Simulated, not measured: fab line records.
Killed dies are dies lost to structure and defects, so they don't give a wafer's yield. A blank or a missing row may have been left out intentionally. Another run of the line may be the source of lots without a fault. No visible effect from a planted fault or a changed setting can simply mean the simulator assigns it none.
Which tool did it?    flow sky130    39 wafers from 13 lots sampled at 2 of the route's 708 steps

## WHAT EACH GAUGE READ, for each wafer
The record lacks any reading of a measuring or inspecting step that a usual standard deviation could be used to judge.

## EACH LOT AND THE TOOL THAT RAN IT (in order: tool; ch and the chambers of the sampled wafers; start)
lot   SKY_VIA2_ETCH_14                   SKY_PAD_OPEN_PROBE_99
L539  rieDiel-01 ch 1,2,3, day 36 07:40  -
L540  rieDiel-01 ch 1,2,3, day 36 18:14  -
L541  rieDiel-02 ch 0,1,2, day 37 03:35  -
L542  rieDiel-04 ch 1,2, day 37 16:23    -
L543  rieDiel-04 ch 0,1,2, day 38 00:10  prober-02, day 47 03:25
L545  rieDiel-02 ch 2,3, day 38 09:05    -
L546  rieDiel-02 ch 0,1,3, day 38 18:13  -
L547  rieDiel-04 ch 0,1,3, day 39 10:26  prober-01, day 48 08:28
L549  rieDiel-01 ch 0,3, day 39 15:43    -
L550  rieDiel-04 ch 0,2,3, day 40 00:07  -
L559  rieDiel-01 ch 0,1,2, day 42 14:17  -
L561  rieDiel-02 ch 0,2,3, day 42 23:53  -
L562  rieDiel-02 ch 1,2,3, day 43 05:20  -
- SKY_VIA2_ETCH_14: etches BARC in N2/H2, stops on SiO2, time 45.9 s, target depth 60 nm.
- SKY_PAD_OPEN_PROBE_99

## AS READ BY THE TOOLS THEMSELVES (means over the sampled wafers that have a number; for cases with no such wafer, the mark the record gives instead)
SKY_VIA2_ETCH_14.
lot   tool        drypumpMotorCurrentA (A)  oesProductAu (a.u.)  rfFwdPowerW (W)  throttleValvePct (%)
L539  rieDiel-01  5.4                       0.845                495.6            13.240
L540  rieDiel-01  5.4                       0.849                494.4            13.226
L541  rieDiel-02  5.5                       0.850                495.3            13.226
L542  rieDiel-04  6.3                       0.855                496.1            13.230
L543  rieDiel-04  6.0                       0.849                497.0            13.217
L545  rieDiel-02  5.4                       0.850                493.1            13.229
L546  rieDiel-02  5.4                       0.849                492.7            13.219
L547  rieDiel-04  5.9                       0.845                494.7            13.235
L549  rieDiel-01  5.4                       0.855                494.4            13.237
L550  rieDiel-04  6.0                       0.850                496.9            13.227
L559  rieDiel-01  5.6                       0.852                468.1            13.222
L561  rieDiel-02  5.4                       0.851                495.2            13.233
L562  rieDiel-02  5.6                       0.848                494.1            13.224

SKY_PAD_OPEN_PROBE_99.
lot   tool       defectLimitedYield (%)  killed_at_M0_to_M3  killed_at_M4_up  killedAtContacts  killedAtFrontEnd  killedAtOther  killedDies  killedOpen  killedShort  sort_bin_3_pad_short (%)  sort_bin_5_function (%)  sort_bin_6_memory (%)  sortNPass  sortYieldPct (%)
L543  prober-02  81.6                    49                  3.7              23                15                0.7            91          45          44           1.3                       10.4                     6.7                    401        81.6
L547  prober-01  82.9                    40                  4.0              26                14                0.3            84          46          38           0.7                       9.6                      6.8                    408        82.9

## THE ANSWER, worked out from the rows above alone
Rule: what is usual is taken from the lots themselves. The widest of any qualifying gaps counts: lots, ordered by their means at a reading, are off when they make up no more than a third of the lots, leave a main group of 4 or more, and stand apart from it by 3 or more times the standard deviation of that group's means. If all means in a main group match to the digits the tables above print for the reading, that group is not used. Also off: a lot with no number at a reading for which 4 or more lots have one. All remaining lots with rows at the step are treated as sound. The gauges are gone through in route order, then the tools' own readings, and for those a lot's mean is taken as printed above. At the first step where some lot is off, the reading lying furthest off is the one used; lots without a number count as furthest.
Off: L559, at SKY_VIA2_ETCH_14 (rfFwdPowerW). The main group has a mean of 495.0 W with a standard deviation of 1.3.
A tool fits if, at that step or a process step before it, it ran every lot that is off, and no sound lot after the first of them. One fits: rieDiel-01 at SKY_VIA2_ETCH_14. A fault onset in the window from L549 (day 39 15:43, its last sound lot) to L559 (day 42 14:17, its first lot off) fits.
On the lots that are off, the tool's own readings at SKY_VIA2_ETCH_14 differ by more than 5 times the standard deviation of the sound lots' means, which bears it out; rfFwdPowerW reads 468.1 W there versus 495.0 W on the sound lots.

## WHAT THE SIMULATOR HAD PUT IN
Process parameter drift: rieDiel-01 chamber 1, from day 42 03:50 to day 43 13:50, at SKY_VIA2_ETCH_14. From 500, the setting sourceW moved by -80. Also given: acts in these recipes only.
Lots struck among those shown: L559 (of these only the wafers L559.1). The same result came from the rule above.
